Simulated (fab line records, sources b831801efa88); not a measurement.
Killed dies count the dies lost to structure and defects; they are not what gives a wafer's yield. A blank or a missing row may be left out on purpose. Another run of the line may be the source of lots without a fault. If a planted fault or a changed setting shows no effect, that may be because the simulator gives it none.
Chamber matching	flow sky130	SKY_VIA1_CMP_24 on cmp-02 has 4 sister chambers
The step polishes, stops on SiO2, t overpolish 15 s, target thk 0 nm. 8 wafers are shown with their chamber, then 10 later ones without.

== EACH WAFER AND ITS CHAMBER ==
wafer	chamber	motorCurrentA (A)	timeToEndpointS (s)
L084.1	0	10.8	64.2
L085.1	0	10.8	65.2
L085.2	2	10.6	64.1
L085.3	3	9.4	62.0
L089.3	2	10.8	67.2
L089.5	1	13.2	67.0
L090.1	1	12.7	70.0
L090.2	3	9.5	67.5

== WAFERS WITHOUT THEIR CHAMBER ==
wafer	motorCurrentA (A)	timeToEndpointS (s)
L090.5	12.7	66.7
L091.3	10.5	65.7
L091.5	11.4	65.5
L091.6	9.8	66.0
L093.2	11.3	64.8
L093.4	12.8	67.5
L093.6	10.3	67.7
L094.1	11.0	63.6
L094.3	13.0	63.4
L094.5	12.6	65.5

== CHAMBER TAKEN BY EACH ==
wafer	from the rows above	in truth
L090.5	1	1
L091.3	can't be placed: 2 or 0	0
L091.5	can't be placed: 0 or 2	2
L091.6	3	3
L093.2	can't be placed: 0 or 2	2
L093.4	1	1
L093.6	can't be placed: 2 or 0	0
L094.1	can't be placed: 0 or 2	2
L094.3	1	1
L094.5	1	1
5 of 10 placed correctly. From these rows, 5 cannot be placed; in 5 the true chamber is one of the candidates. Placed wrongly: 0.
How it was worked out, from the rows above alone: a wafer's distance from a chamber is the root of the sum, over the readings, of the square of ((its reading less the chamber's mean) divided by the reading's scatter). If the next closest chamber is less than 2 further off than the closest, the wafer can't be placed; otherwise it belongs to the closest. A chamber's mean is the mean of its shown wafers. The scatter: the root of (the sum of the squares of (reading less its chamber's mean) over the shown wafers, divided by (wafers less chambers)).
